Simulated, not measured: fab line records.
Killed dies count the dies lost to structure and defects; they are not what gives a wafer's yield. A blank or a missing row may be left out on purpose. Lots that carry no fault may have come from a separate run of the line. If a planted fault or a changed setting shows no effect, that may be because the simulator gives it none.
fab line records    flow sky130
[record] lots = 6  wafers = 18  last-day = 50
route steps=708 shown VIA1@467 PAD_OPEN@708
lots that met no fault: taken from a fault-free run of the same line
start-h: start of the lot's first displayed wafer, in hours after the record's first day    wait-h: hours from the lot's prior step to this one    " the same as in the row above    L1.1+2: one row covering several wafers at once    - either no value or no given start    * or withheld: withheld    < > ~ a bound
route shown NAME@n: a module of which the file shows steps, and the number in the route of the first    usual: the fault-free wafers' mean and standard deviation    same: alike in all rows    chamber/n: place in a boat    sites: readings site by site    _std_site: standard deviation of those values    _edge_site: mean of outer sites minus mean of inner sites    radius-mm: how far each site lies from the wafer's centre    mask NAME#n: copy n    behind: the tool/chamber that last shaped the wafer    hold: the reason the lot was held/the length of the hold in hours/how it ended    device: names the non-switching transistor (n, p or np)    end of line: the route-end tests of the same wafers    step lacking rows: just its recipe    killed: at the first sort, the dies lost to defects and structure; wafer yield is something else    map: a wafer's dies, marking killed ones x, the rest . and places with no die _
set.NAME: the setting as run; set.NAME@STEP: as run at that earlier step    model.NAME: the simulator's own value behind a step, which no gauge read
certain route steps with their lots: each step a table, each wafer a row
services: the hour from which a tool's chamber was out of use, counted from the record's first day as start-h (under 0 if before that day), plus the number of hours and why
[[steps]]
[step SKY_VIA1_EXPOSE_09]
[recipe] mask-id = VIM  na = 0.8  source-shape = annular  sigma-inner = 0.55  sigma-outer = 0.85  target-cd-nm = 150  dose-mj = 38
[step SKY_VIA1_PEB_10]
[recipe] peb-temp-c = withheld  peb-time-s = withheld  resist = KrF-thick
[step SKY_VIA1_DEVELOP_11]
[recipe] develop-time-s = 60  resist = KrF-thick  dev-temp-c = 21
[step SKY_VIA1_CD_MEAS_12]
[recipe] target-cd-nm = 150
[usual] cd-nm = 149.6/1.7
lot.wafer  tool       chamber  start-h  wait-h  cd-nm
L384.1     cd-sem-01  -        840.63   -       150.0
L384.4     "          -        "        "       151.0
L384.5     "          -        "        "       151.4
L389.1     cd-sem-01  -        877.66   -       147.7
L389.2     "          -        "        "       147.0
L389.5     "          -        "        "       147.7
L394.1     cd-sem-02  -        921.38   -       149.3
L394.4     "          -        "        "       150.0
L394.6     "          -        "        "       148.8
L397.1     cd-sem-01  -        939.71   -       149.8
L397.2     "          -        "        "       149.2
L397.5     "          -        "        "       147.4
L398.1     cd-sem-01  -        952.08   -       147.6
L398.2     "          -        "        "       148.8
L398.6     "          -        "        "       148.3
L399.1     cd-sem-01  -        954.91   -       148.7
L399.2     "          -        "        "       149.8
L399.5     "          -        "        "       149.8
[step SKY_VIA1_OVL_MEAS_13]
[usual] VIA1_OVL = 5/4.4
lot.wafer  tool        chamber  start-h  wait-h  VIA1_OVL[nm]
L384.1     overlay-02  -        840.75   0.1     5
L384.4     "           -        "        "       11
L384.5     "           -        "        "       7
L389.1     overlay-01  -        877.78   0.1     -3
L389.2     "           -        "        "       3
L389.5     "           -        "        "       5
L394.1     overlay-01  -        921.50   0.1     9
L394.4     "           -        "        "       0
L394.6     "           -        "        "       3
L397.1     overlay-01  -        939.83   0.1     10
L397.2     "           -        "        "       -5
L397.5     "           -        "        "       2
L398.1     overlay-02  -        952.20   0.1     11
L398.2     "           -        "        "       -5
L398.6     "           -        "        "       11
L399.1     overlay-01  -        955.03   0.1     8
L399.2     "           -        "        "       5
L399.5     "           -        "        "       10
[step SKY_VIA1_ETCH_14]
[recipe] chemistry = N2/H2  target = BARC  ion-energy-ev = 200  source-w = 500  bias-w = 100  pressure-mtorr = 30  n2-flow-sccm = 100  h2-flow-sccm = 200  stop-on = SiO2  time-s = 45.9  target-depth-a = 600
[usual] bias-w = 100.0/0.32  drypump-motor-current-A = 5.78/0.25  oes-product-au = 0.855/0.0049  throttle-valve-pct = 13.224/0.0091
lot.wafer  tool         chamber  start-h  wait-h  bias-w  drypump-motor-current-A  oes-product-au  rf-hours-counter-h  throttle-valve-pct
L384.1     rie-diel-04  2        840.79   0.0     100.0   6.13                     0.858           3                   13.209
L384.4     "            0        "        "       100.1   6.20                     0.855           9                   13.221
L384.5     "            1        "        "       100.6   5.38                     0.859           -                   13.237
L389.1     rie-diel-03  2        877.81   0.0     99.2    6.08                     0.861           5                   13.226
L389.2     "            1        "        "       99.6    5.70                     0.857           2                   13.216
L389.5     "            3        "        "       99.5    5.67                     0.856           -                   13.222
L394.1     rie-diel-04  1        921.53   0.0     99.8    5.38                     0.855           10                  13.224
L394.4     "            0        "        "       100.2   6.21                     0.856           11                  13.234
L394.6     "            2        "        "       100.0   6.13                     0.860           -                   13.221
L397.1     rie-diel-01  1        939.87   0.0     100.4   5.60                     0.853           19                  13.229
L397.2     "            0        "        "       100.1   5.98                     0.846           25                  13.230
L397.5     "            2        "        "       99.9    5.60                     0.856           -                   13.217
L398.1     rie-diel-01  1        952.24   0.0     100.1   5.61                     0.866           20                  13.229
L398.2     "            0        "        "       99.8    6.00                     0.848           25                  13.220
L398.6     "            2        "        "       99.9    5.55                     0.853           -                   13.226
L399.1     rie-diel-04  3        955.06   0.0     99.9    5.62                     0.857           15                  13.218
L399.2     "            0        "        "       99.6    6.20                     0.850           12                  13.228
L399.5     "            2        "        "       99.8    6.16                     0.852           -                   13.231
[step SKY_VIA1_ETCH_15]
[recipe] target = SiO2  chemistry = C4F8/O2/Ar  target-depth-nm = 351  stop-on = TiN  mask-material = KrF-thick  source-w = 1500  bias-w = 1200  pressure-mtorr = 40  c4f8-flow-sccm = withheld  O2_flow_sccm = 6  Ar_flow_sccm = 300  time-s = 54
[usual] bias-w = 1200/3.7  oes-product-au = 0.982/0.0051
lot.wafer  tool         chamber  start-h  wait-h  bias-w  oes-product-au  rf-hours-counter-h
L384.1     rie-diel-04  2        840.83   0.0     1202    0.984           3
L384.4     "            0        "        "       1200    0.988           9
L384.5     "            1        "        "       1208    0.977           -
L389.1     rie-diel-03  2        877.85   0.0     1199    0.990           5
L389.2     "            1        "        "       1203    0.981           2
L389.5     "            3        "        "       1203    0.985           -
L394.1     rie-diel-04  1        921.57   0.0     1203    0.980           10
L394.4     "            0        "        "       1202    0.982           11
L394.6     "            2        "        "       1197    0.982           -
L397.1     rie-diel-01  1        939.91   0.0     1206    0.980           19
L397.2     "            0        "        "       1205    0.984           25
L397.5     "            2        "        "       1201    0.968           -
L398.1     rie-diel-01  1        952.28   0.0     1205    0.981           20
L398.2     "            0        "        "       1204    0.977           25
L398.6     "            2        "        "       1196    0.971           -
L399.1     rie-diel-04  3        955.11   0.0     1196    0.978           15
L399.2     "            0        "        "       1201    0.988           12
L399.5     "            2        "        "       1196    0.988           -
[step SKY_VIA1_STRIP_16]
[recipe] chemistry = O2/N2  power-w = 1400  pressure-mtorr = 1500  platen-temp-c = withheld  o2-flow-sccm = 3000  n2-flow-sccm = 300  overash-fraction = 0.5
[usual] drypump-motor-current-A = 5.8/0.53  oes-product-au = 0.417/0.0044  strip-time-to-endpoint-s = 4.472/0.019
lot.wafer  tool             chamber  start-h  wait-h  drypump-motor-current-A  oes-product-au  rf-hours-counter-h  strip-time-to-endpoint-s
L384.1     plasma-asher-04  1        840.88   0.0     6.1                      0.423           5                   4.435
L384.4     "                0        "        "       5.7                      0.418           -                   4.434
L384.5     "                1        "        "       6.1                      0.415           -                   4.441
L389.1     plasma-asher-02  0        877.90   0.0     5.3                      0.417           108                 4.451
L389.2     "                1        "        "       5.0                      0.410           108                 4.476
L389.5     "                0        "        "       5.3                      0.418           -                   4.468
L394.1     plasma-asher-04  1        921.62   0.0     6.1                      0.421           13                  4.483
L394.4     "                1        "        "       6.1                      0.415           -                   4.438
L394.6     "                1        "        "       6.1                      0.417           -                   4.465
L397.1     plasma-asher-04  1        939.95   0.0     6.1                      0.418           15                  4.469
L397.2     "                0        "        "       5.7                      0.417           15                  4.473
L397.5     "                1        "        "       6.1                      0.417           -                   4.456
L398.1     plasma-asher-01  1        952.33   0.0     5.8                      0.408           86                  4.478
L398.2     "                0        "        "       6.8                      0.418           86                  4.471
L398.6     "                0        "        "       6.8                      0.421           -                   4.486
L399.1     plasma-asher-01  1        955.15   0.0     5.8                      0.408           86                  4.448
L399.2     "                0        "        "       6.7                      0.406           86                  4.435
L399.5     "                0        "        "       6.7                      0.427           -                   4.445
[step SKY_VIA1_STRIP_17]
[recipe] chemistry = post-etch-residue-remover  time-s = 1200  temp-c = 72.5
[step SKY_VIA1_CLEAN_18]
[recipe] chemistry = IPA  time-s = 180  temp-c = 25
[step SKY_VIA1_CLEAN_19]
[recipe] chemistry = O3/DIW  dry = n2-spin
[step SKY_VIA1_SPUTTER_20]
[recipe] material = TiN  target-thk-nm = 20  chamber-pressure-pa = 5  power-w = 4000  time-s = 80
[usual] cathode-dc-power-W = 4000.0/0.69  throttle-valve-pct = 29.6/0.65
lot.wafer  tool            chamber  start-h  wait-h  cathode-dc-power-W  throttle-valve-pct
L384.1     pvd-sputter-03  -        842.04   0.0     3999.9              28.9
L384.4     "               -        "        "       4000.1              29.8
L384.5     "               -        "        "       3999.6              28.8
L389.1     pvd-sputter-03  -        878.50   0.0     4000.4              29.8
L389.2     "               -        "        "       4000.6              28.6
L389.5     "               -        "        "       3999.4              28.9
L394.1     pvd-sputter-03  -        922.22   0.0     3999.4              28.8
L394.4     "               -        "        "       4000.8              29.9
L394.6     "               -        "        "       3998.4              29.0
L397.1     pvd-sputter-02  -        940.58   0.0     3999.8              29.3
L397.2     "               -        "        "       3999.6              29.6
L397.5     "               -        "        "       4000.2              30.3
L398.1     pvd-sputter-03  -        952.96   0.0     3998.5              29.9
L398.2     "               -        "        "       4000.3              30.2
L398.6     "               -        "        "       3999.1              30.4
L399.1     pvd-sputter-02  -        955.78   0.0     3999.7              30.7
L399.2     "               -        "        "       4000.5              30.4
L399.5     "               -        "        "       4000.4              29.9
[step SKY_VIA1_CVD_21]
[recipe] material = W  target-thk-nm = 270  time-s = 80.902  temp-c = 400  pressure-torr = 40
[usual] heater-power-w = 770/45
lot.wafer  tool      chamber  start-h  wait-h  heater-power-w  since-wet-clean-h  model.W_of_VIA1_CVD_21.thk-nm
L384.1     cvd-w-01  1        842.10   0.0     700             431                273.3
L384.4     "         1        "        "       700             -                  268.9
L384.5     "         1        "        "       700             -                  269.2
L389.1     cvd-w-02  1        878.56   0.0     765             975                269.7
L389.2     "         0        "        "       809             975                268.8
L389.5     "         1        "        "       780             -                  271.5
L394.1     cvd-w-01  0        922.28   0.0     783             512                275.2
L394.4     "         1        "        "       713             -                  256.7
L394.6     "         1        "        "       714             -                  256.9
L397.1     cvd-w-01  1        940.64   0.0     706             530                259.8
L397.2     "         0        "        "       777             530                276
L397.5     "         1        "        "       673             -                  257.4
L398.1     cvd-w-02  1        953.02   0.0     765             35                 265.9
L398.2     "         0        "        "       808             35                 268.9
L398.6     "         1        "        "       772             -                  270.5
L399.1     cvd-w-01  0        955.85   0.0     785             545                268.1
L399.2     "         0        "        "       796             -                  267.3
L399.5     "         0        "        "       780             -                  270.2
[step SKY_VIA1_RS_MEAS_22]
[recipe] thk-meas-gauge = four-point-probe  reads = W_of_VIA1_CVD_21+TiN_of_VIA1_SPUTTER_20
[usual] VIA1_W_RS = 0.425/0.005
lot.wafer  tool           chamber  start-h  wait-h  VIA1_W_RS[ohm/sq]
L384.1     film-metro-02  -        842.19   0.1     0.421
L384.4     "              -        "        "       0.429
L384.5     "              -        "        "       0.429
L389.1     film-metro-04  -        878.65   0.1     0.428
L389.2     "              -        "        "       0.427
L389.5     "              -        "        "       0.424
L394.1     film-metro-04  -        922.46   0.2     0.419
L394.4     "              -        "        "       0.448
L394.6     "              -        "        "       0.448
L397.1     film-metro-03  -        940.73   0.1     0.443
L397.2     "              -        "        "       0.416
L397.5     "              -        "        "       0.447
L398.1     film-metro-04  -        953.11   0.1     0.433
L398.2     "              -        "        "       0.428
L398.6     "              -        "        "       0.426
L399.1     film-metro-04  -        956.03   0.2     0.429
L399.2     "              -        "        "       0.431
L399.5     "              -        "        "       0.425
[step SKY_VIA1_THK_MEAS_23]
[recipe] thk-meas-gauge = xrf  reads = W_of_VIA1_CVD_21
[usual] VIA1_W_THK = 275/4.1
lot.wafer  tool           chamber  start-h  wait-h  VIA1_W_THK[nm]
L384.1     film-metro-02  -        842.31   0.1     273
L384.4     "              -        "        "       270
L384.5     "              -        "        "       269
L389.1     film-metro-04  -        878.77   0.1     275
L389.2     "              -        "        "       275
L389.5     "              -        "        "       279
L394.1     film-metro-04  -        922.58   0.1     279
L394.4     "              -        "        "       261
L394.6     "              -        "        "       261
L397.1     film-metro-03  -        940.85   0.1     260
L397.2     "              -        "        "       279
L397.5     "              -        "        "       258
L398.1     film-metro-04  -        953.23   0.1     273
L398.2     "              -        "        "       275
L398.6     "              -        "        "       278
L399.1     film-metro-04  -        956.15   0.1     276
L399.2     "              -        "        "       275
L399.5     "              -        "        "       277
[step SKY_VIA1_CMP_24]
[recipe] stop-on = SiO2  t-overpolish-s = 15  down-force-psi = 3.5  platen-rpm = 60  target-thk-nm = 0  pad-velocity-m-s = 0.94248
[usual] motor-current-A = 10.6/0.94  overpolish-run-s = 14.999/0.0094  time-to-endpoint-s = 64.5/2.7
lot.wafer  tool    chamber  start-h  wait-h  motor-current-A  overpolish-run-s  time-to-endpoint-s
L384.1     cmp-01  0        842.37   0.1     11.4             15.000            63.2
L384.4     "       1        "        "       11.3             14.981            66.3
L384.5     "       0        "        "       11.9             15.010            63.7
L389.2     cmp-02  0        878.83   0.0     9.9              14.990            66.0
L389.1     "       1        "        "       11.4             14.995            66.8
L389.5     "       1        "        "       11.6             15.008            66.7
L394.1     cmp-01  1        923.11   0.5     10.9             15.015            64.5
L394.4     "       0        "        "       11.7             14.995            59.2
L394.6     "       2        "        "       10.5             14.999            59.6
L397.1     cmp-02  1        940.96   0.1     11.5             14.985            65.8
L397.2     "       3        "        "       11.2             15.008            66.1
L397.5     "       0        "        "       10.0             15.007            64.3
L398.2     cmp-02  3        953.34   0.1     11.3             14.986            65.6
L398.1     "       1        "        "       10.8             14.988            61.1
L398.6     "       2        "        "       9.2              15.004            64.1
L399.1     cmp-02  0        956.26   0.1     9.8              15.005            67.1
L399.2     "       1        "        "       12.0             15.021            65.3
L399.5     "       0        "        "       10.1             15.008            63.8
[step SKY_PAD_OPEN_PROBE_99]
[usual] defect-limited-yield = 82.5/1.9  killed_at_M0_to_M3 = 44/7.2  killed_at_M4_up = 2.9/1.8  killed-at-contacts = 24/5.6  killed-at-front-end = 15/4.2  killed-at-other = 0.4/0.71  killed-dies = 86/9.2  killed-open = 47/7.2  killed-short = 39/5.7  sort_bin_3_pad_short = 0.9/0.4  sort_bin_5_function = 10.2/1.6  sort_bin_6_memory = 6.4/1.2  sort-n-pass = 406/9.2  sort-yield-pct = 82.5/1.9
[same] gross-dies = 492  killed-at-back-side = 0  sort_bin_4_leakage[%] = 0  sort_bin_8_speed[%] = 0
lot.wafer  tool       chamber  start-h  wait-h  defect-limited-yield[%]  killed_at_M0_to_M3  killed_at_M4_up  killed-at-contacts  killed-at-front-end  killed-at-other  killed-dies  killed-open  killed-short  sort_bin_3_pad_short[%]  sort_bin_5_function[%]  sort_bin_6_memory[%]  sort-n-pass  sort-yield-pct[%]
L384.1     prober-01  -        1113.61  0.1     85.2                     36                  4                20                  13                   0                73           41           32            0.4                      7.1                     7.3                   419          85.2
L384.4     prober-01  -        1113.76  0.2     82.3                     43                  2                30                  11                   1                87           40           47            1.6                      8.1                     7.9                   405          82.3
L384.5     prober-01  -        1113.81  0.2     81.9                     31                  1                34                  22                   1                89           54           35            0.6                      12.0                    5.5                   403          81.9
L397.1     prober-01  -        1185.38  0.1     82.7                     49                  0                22                  14                   0                85           44           41            0.6                      11.6                    5.1                   407          82.7
L397.2     prober-01  -        1185.43  0.1     83.7                     40                  3                28                  9                    0                80           50           29            0                        10.2                    6.1                   412          83.7
L397.5     prober-01  -        1185.58  0.2     83.3                     41                  3                21                  16                   1                82           45           36            0.8                      8.5                     7.3                   410          83.3
// killed by level:class
L384.1 LI_CONTACT:geometric-particle:open=8 VIA1:geometric-particle:short=8 CONTACT:geometric-particle:open=8 VIA1:geometric-particle:open=6 METAL1:geometric-particle:short=4 VIA2:geometric-particle:open=4 FIELD_ISO:geometric-particle:short=3 POLY_GATE:geometric-particle:open=3
L384.4 VIA1:geometric-particle:open=11 CONTACT:geometric-particle:open=10 LOCAL_INTERCONNECT:geometric-particle:short=7 METAL1:geometric-particle:short=7 VIA3:geometric-particle:open=6 CONTACT:geometric-particle:short=5 METAL2:geometric-particle:short=5 FIELD_ISO:geometric-particle:short=4
L384.5 CONTACT:geometric-particle:open=10 LI_CONTACT:geometric-particle:open=9 VIA2:geometric-particle:open=8 VIA1:geometric-particle:open=7 FIELD_ISO:geometric-particle:short=6 LI_CONTACT:geometric-particle:short=6 FIELD_ISO:geometric-particle:open=5 CONTACT:geometric-particle:short=5
L397.1 VIA1:geometric-particle:open=11 VIA2:geometric-particle:open=9 METAL2:geometric-particle:short=6 POLY_GATE:geometric-particle:short=5 LI_CONTACT:geometric-particle:open=5 CONTACT:geometric-particle:open=5 VIA1:geometric-particle:short=5 LOCAL_INTERCONNECT:geometric-particle:short=4
L397.2 CONTACT:geometric-particle:open=12 VIA1:geometric-particle:open=7 VIA2:geometric-particle:open=7 LI_CONTACT:geometric-particle:open=6 METAL1:geometric-particle:short=6 CONTACT:geometric-particle:short=5 METAL2:geometric-particle:open=4 VIA2:geometric-particle:short=4
L397.5 CONTACT:geometric-particle:open=10 METAL2:geometric-particle:short=10 VIA1:geometric-particle:open=7 VIA2:geometric-particle:open=6 VIA3:geometric-particle:open=5 FIELD_ISO:geometric-particle:open=4 CONTACT:geometric-particle:short=4 LOCAL_INTERCONNECT:geometric-particle:short=4
[[services]]
tool            chamber  start-h  hours  kind
rie-diel-03     -        827.42   0.1    repair
rie-diel-03     2        841.86   17.4   repair
rie-diel-03     1        842.99   7.9    repair
pvd-sputter-02  -        844.33   19.4   repair
rie-diel-01     -        845.61   15.4   repair
rie-diel-03     3        848.03   4.3    repair
rie-diel-04     3        853.60   5.3    repair
pvd-sputter-03  -        853.92   0.7    repair
pvd-sputter-02  -        854.44   0.8    repair
rie-diel-04     2        859.43   5.2    repair
cmp-02          -        860.85   1.1    repair
rie-diel-04     1        862.74   3.2    repair
cmp-02          -        884.59   10.6   pm
rie-diel-01     3        891.22   4.3    repair
cmp-02          -        901.34   0.9    repair
cvd-w-01        1        905.00   2.7    repair
pvd-sputter-03  -        905.86   16.3   repair
cmp-02          -        919.82   1.0    repair
cmp-02          -        922.38   6.5    pm
pvd-sputter-03  -        923.71   4.6    repair
rie-diel-04     0        929.67   6.4    repair
pvd-sputter-03  -        944.22   2.4    repair
rie-diel-01     3        947.52   70.4   repair
cvd-w-01        1        953.36   3.8    repair
[[key]]
[first-sign] step = SKY_VIA1_RS_MEAS_22  reading = VIA1_W_RS  direction = up  sigmas = 4.3  usual = 0.425  struck = 0.447
[effect] step = SKY_VIA1_THK_MEAS_23  reading = VIA1_W_THK  direction = down  sigmas = 3.6  usual = 275  struck = 260
[model-effect] step = SKY_VIA1_CVD_21  value = W_of_VIA1_CVD_21.thk-nm  without = 269.3  struck = 257.7
met-at SKY_VIA1_CVD_21
struck-wafers L394.4,L394.6,L397.1,L397.5
onset-between 842.10 922.28
[fault] kind = process-parameter-drift  tool = cvd-w-01  chamber = 1  onset-h = 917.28  steps = SKY_VIA1_CVD_21  channel = target-thk-nm  offset = -11.643  shape = step  end-h = 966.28  acts-in = these-recipes-only  stated = 270
